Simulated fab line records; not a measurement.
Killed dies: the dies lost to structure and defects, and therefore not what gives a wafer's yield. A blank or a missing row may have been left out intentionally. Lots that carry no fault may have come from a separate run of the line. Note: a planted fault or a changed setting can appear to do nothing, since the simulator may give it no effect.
Which of the tools did it? | flow sky130 | 13 lots, 39 wafers sampled, at 2 steps of a route of 708

WHAT THE GAUGES READ, wafer by wafer
SKY_GATE_OXIDE_THK_MEAS_02.
lot  | measured     | on           | GATE_OXIDE_OXIDATION_00_THK (nm)
L722 | day 12 19:02 | filmMetro-03 | 10.23 10.10 10.07
L725 | day 13 15:09 | filmMetro-02 | 10.04 10.16 10.16
L727 | day 14 23:11 | filmMetro-04 | 10.06 10.23 10.21
L726 | day 15 04:28 | filmMetro-03 | 10.08 10.12 10.05
L731 | day 15 17:48 | filmMetro-02 | 10.09 10.05 10.22
L732 | day 16 01:12 | filmMetro-03 | 10.25 10.01 9.96
L734 | day 17 00:37 | filmMetro-03 | 10.41 10.64 10.52
L735 | day 17 10:13 | filmMetro-02 | 10.32 10.37 10.40
L736 | day 17 10:13 | filmMetro-03 | 10.14 10.23 10.38
L738 | day 18 05:35 | filmMetro-03 | 10.49 10.29 10.08
L743 | day 20 03:14 | filmMetro-04 | 10.25 10.21 10.26
L744 | day 20 10:02 | filmMetro-02 | 10.17 10.20 10.15
L745 | day 20 15:58 | filmMetro-02 | 10.32 10.25 10.39

SKY_LDD_P_CD_MEAS_07 targets a cd of 380 nm.
lot  | measured     | on       | cdNm (nm)
L722 | day 18 23:41 | cdSem-02 | 378.3 376.1 380.1
L725 | day 20 03:22 | cdSem-01 | 381.9 381.0 381.9
L727 | day 21 12:41 | cdSem-02 | 376.4 375.9 376.9
L726 | day 21 21:35 | cdSem-02 | 378.1 380.3 378.4
L731 | day 22 07:32 | cdSem-01 | 383.9 383.2 382.3
L732 | day 22 13:44 | cdSem-01 | 382.8 378.8 383.2
L734 | day 23 15:26 | cdSem-02 | 386.0 386.5 387.1
L735 | day 23 23:23 | cdSem-02 | 379.5 381.6 381.1
L736 | day 24 01:47 | cdSem-02 | 378.5 378.0 379.2
L738 | day 24 20:13 | cdSem-02 | 380.0 382.6 381.3
L743 | day 27 03:40 | cdSem-02 | 377.9 381.0 381.5
L744 | day 27 04:50 | cdSem-02 | 381.6 380.9 382.6
L745 | day 27 07:04 | cdSem-01 | 380.8 381.7 378.7

EACH LOT AND THE TOOL THAT RAN IT (in order: tool; ch and the chambers of the sampled wafers; start)
Record: no process step prior to these readings.

AS READ BY THE TOOLS THEMSELVES (means over the sampled wafers that have a number; for cases with no such wafer, the mark the record gives instead)
The record holds no such reading with a usual standard deviation.

THE ANSWER, worked out from the rows above alone
Rule: the usual values come from the lots themselves. Put in order of their means at a reading, lots are off if they are a third of the lots or fewer, leave a main group of 4 or more, and stand apart from it by a gap of 3 or more times the standard deviation of the main group's means; of several such gaps the widest counts. If all means in a main group match to the digits the tables above print for the reading, that group is not used. A lot without any number at a reading at which 4 lots or more have one is off too. Where the step has rows for the other lots, those lots are counted as sound. First the gauges in route order, then the tools' own readings, where a lot's mean is used as printed above. At the first step where some lot is off, the reading lying furthest off is the one used; lots without a number count as furthest.
No lot is off at any reading shown: from this, nothing can be told.

WHAT HAD BEEN PUT IN BY THE SIMULATOR
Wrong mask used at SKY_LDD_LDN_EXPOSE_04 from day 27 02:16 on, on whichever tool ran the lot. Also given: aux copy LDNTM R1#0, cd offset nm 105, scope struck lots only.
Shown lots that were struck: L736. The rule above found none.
